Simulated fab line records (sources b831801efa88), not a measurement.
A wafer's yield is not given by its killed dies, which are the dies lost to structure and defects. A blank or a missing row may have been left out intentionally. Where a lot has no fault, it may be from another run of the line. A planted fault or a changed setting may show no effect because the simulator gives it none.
2 desks looking at one fault    flow gf180mcu    every desk sees just its own numbers, and what lay behind them comes last

== DESK OF THE TOOL OWNER: cvd-w-02 ==
The tool's own readings at GF_V4_CVD_23 (deposits W, target thk 350 nm, time 104.9 s): means of the sampled wafers that have a number, for each lot that ran on this tool. Any lot whose mean is over 4 standard deviations away from the usual mean is out of limits and marked OUT; that distance is given in the brackets.
Columns: A = chamber-pressure-Torr at GF_V4_CVD_23, usual 40.01 Torr; B = heater-power-outer-w at GF_V4_CVD_23, usual 541 W; C = heater-power-w at GF_V4_CVD_23, usual 894 W; D = susceptor-temp-C at GF_V4_CVD_23, usual 399.95 C
lot   first seen here  A                B    C    D
L240  day 24 09:38     39.88            483  839  400.05
L242  day 24 22:58     39.94            489  849  399.50
L249  day 27 09:15     40.01            558  931  399.93
L256  day 29 15:02     42.22 (+26) OUT  558  948  400.00
L255  day 29 18:27     42.20 (+26) OUT  561  946  399.98
This desk's verdict: out of limits on L255, L256, starting with L256 at day 29 15:02 (chamber-pressure-Torr at GF_V4_CVD_23). L240, L242, L249 stayed within limits.

== THE METROLOGY DESK ==
What the gauges read, lot by lot, whatever tool the lot ran on: means of the sampled wafers that have a number. Any lot whose mean is over 4 standard deviations away from the usual mean is out of limits and marked OUT; that distance is given in the brackets.
Columns: A = V4_W_RS at GF_V4_RS_MEAS_24, usual 0.326 ohm/sq
lot   first seen here  A
L240  day 24 09:52     0.325
L242  day 24 23:11     0.332
L244  day 25 16:00     0.326
L247  day 26 21:53     0.323
L249  day 27 09:23     0.325
L251  day 28 08:55     0.322
L254  day 28 23:52     0.324
L256  day 29 15:09     0.317
L255  day 29 18:34     0.312 (-4.2) OUT
L261  day 31 03:58     0.326
L262  day 31 04:38     0.331
This desk's finding: out of limits on L255; first on L255, day 29 18:34 (V4_W_RS at GF_V4_RS_MEAS_24). L240, L242, L244, L247, L249, L251, L254, L256, L261, L262 stayed within limits.

== ALL TOGETHER ==
The tool owner's desk had the chance to raise an alarm at day 29 15:02 on L255, L256.
On L255, the metrology desk was in a position to raise an alarm at day 29 18:34.
The metrology desk has L256 on record, within its limits.
The lots listed all ran GF_V4_CVD_23 on cvd-w-02.

== WHAT THE SIMULATOR PUT IN ==
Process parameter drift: cvd-w-02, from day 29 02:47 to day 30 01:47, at GF_V4_CVD_23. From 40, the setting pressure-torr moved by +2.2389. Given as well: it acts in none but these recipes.
Lots struck among those shown: L255, L256.
Hours from the fault's start to each desk's first reading out of limits: the tool owner's desk, 12; the metrology desk, 16.
